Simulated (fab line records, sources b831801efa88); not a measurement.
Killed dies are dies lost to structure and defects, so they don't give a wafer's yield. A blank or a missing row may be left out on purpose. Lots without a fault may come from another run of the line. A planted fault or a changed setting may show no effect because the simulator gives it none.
A struck lot beside a sound one | flow sky130 | 36 steps out of a route of 708
Sound: wafers L615.1, L615.3, L615.6. Struck: wafers L631.2, L631.4, L631.5. The cause comes at the end.
At each step with rows: each side's tool, then ch and its chambers, then its first start. Under that, the readings that differ: sound wafers | struck wafers | difference of the means | sigmas: that difference in standard deviations of wafers without a fault.
alike: readings whose means differ by less than 2 such deviations, and words and numbers that are the same on both sides. not compared: withheld readings, readings that some wafer has no value for, bounds like >300 that may hide the same value, and numbers for which the record gives no deviation and whose values overlap.
The two part at a step that has a row with sigmas, a row that says differs or no value, or rows on one side only. Numbers that don't overlap but have no deviation are shown without sigmas and don't part them. A reading that every wafer of one side lacks parts them only if that side has two wafers or more.

first, 9 steps without rows for these wafers: SKY_CAPM_SPUTTER_02 (material TiN, target thk 200 nm, time 166.7 s); SKY_CAPM_DEHYDRATE_05 (time 60 s); SKY_CAPM_HMDS_06 (prime time 60 s); SKY_CAPM_COAT_07 (resist thk 1140 nm); SKY_CAPM_SOFTBAKE_08 (time 60 s); SKY_CAPM_EXPOSE_09 (exposes mask CAPM, target cd 1000 nm); SKY_CAPM_PEB_10; SKY_CAPM_DEVELOP_11 (develop time 60 s); SKY_CAPM_METAL_ETCH_13 (etches TiN in Cl2/BCl3, stops on SiO2, target depth 220 nm, time 62.9 s).
SKY_CAPM_STRIP_14: strips in O2/N2.
  sound on plasma_asher-01 ch 0,1, day 37 02:54; struck on plasma_asher-01 ch 0,1, day 43 05:54
  alike: drypump_motor_current_A, oes_product_au, strip_time_to_endpoint_s
  not compared: rf_hours_counter_h
then, 25 steps without rows for these wafers: SKY_CAPM_STRIP_15 (strips in post etch residue remover, time 1200 s); SKY_CAPM_CLEAN_16 (cleans in IPA, time 180 s); SKY_CAPM_CLEAN_17 (cleans in O3/DIW); SKY_METAL3_DEHYDRATE_05 (time 60 s); SKY_METAL3_HMDS_06 (prime time 60 s); SKY_METAL3_COAT_07 (resist thk 60 nm); SKY_METAL3_COAT_08 (resist thk 1140 nm); SKY_METAL3_SOFTBAKE_09 (time 90 s); SKY_METAL3_EXPOSE_10 (exposes mask MM3, target cd 300 nm); SKY_METAL3_PEB_11; SKY_METAL3_DEVELOP_12 (develop time 60 s); SKY_METAL3_DESCUM_15 (chemistry O2, time 8 s); SKY_METAL3_ETCH_16 (etches BARC in N2/H2, stops on SiO2, time 88.2 s, target depth 60 nm); SKY_METAL3_ETCH_17 (etches SiO2 in C4F8/O2/Ar, stops on TiN, time 3.9 s, target depth 15 nm); SKY_METAL3_METAL_ETCH_18 (etches the open film in Cl2/BCl3, stops on SiO2, target depth 845 nm, time 183.1 s); SKY_METAL3_STRIP_19 (strips in O2/N2); SKY_METAL3_STRIP_20 (strips in post etch residue remover, time 1200 s); SKY_METAL3_CLEAN_21 (cleans in IPA, time 180 s); SKY_METAL3_CLEAN_22 (cleans in O3/DIW); SKY_VIA3_HDPCVD_00 (deposits SiO2, target thk 1635 nm, time 272.5 s); SKY_VIA3_CMP_02 (polishes SiO2); SKY_VIA3_DEHYDRATE_04 (time 60 s); SKY_VIA3_HMDS_05 (prime time 60 s); SKY_VIA3_COAT_06 (resist thk 60 nm); SKY_VIA3_COAT_07 (resist thk 450 nm).
-- the record jumps here: 7 days lie between the struck wafers' starts before and after (it left off in module VIA3 and takes up again in module PAD_OPEN, whose first step shown is number 708 of the route) --
SKY_PAD_OPEN_PROBE_99:
  the record has rows for the struck wafers here (prober-02, day 50 09:31) and none for the sound ones

WHERE THEY PART
Only at SKY_PAD_OPEN_PROBE_99, within this record.

WHY: what the simulator had put in
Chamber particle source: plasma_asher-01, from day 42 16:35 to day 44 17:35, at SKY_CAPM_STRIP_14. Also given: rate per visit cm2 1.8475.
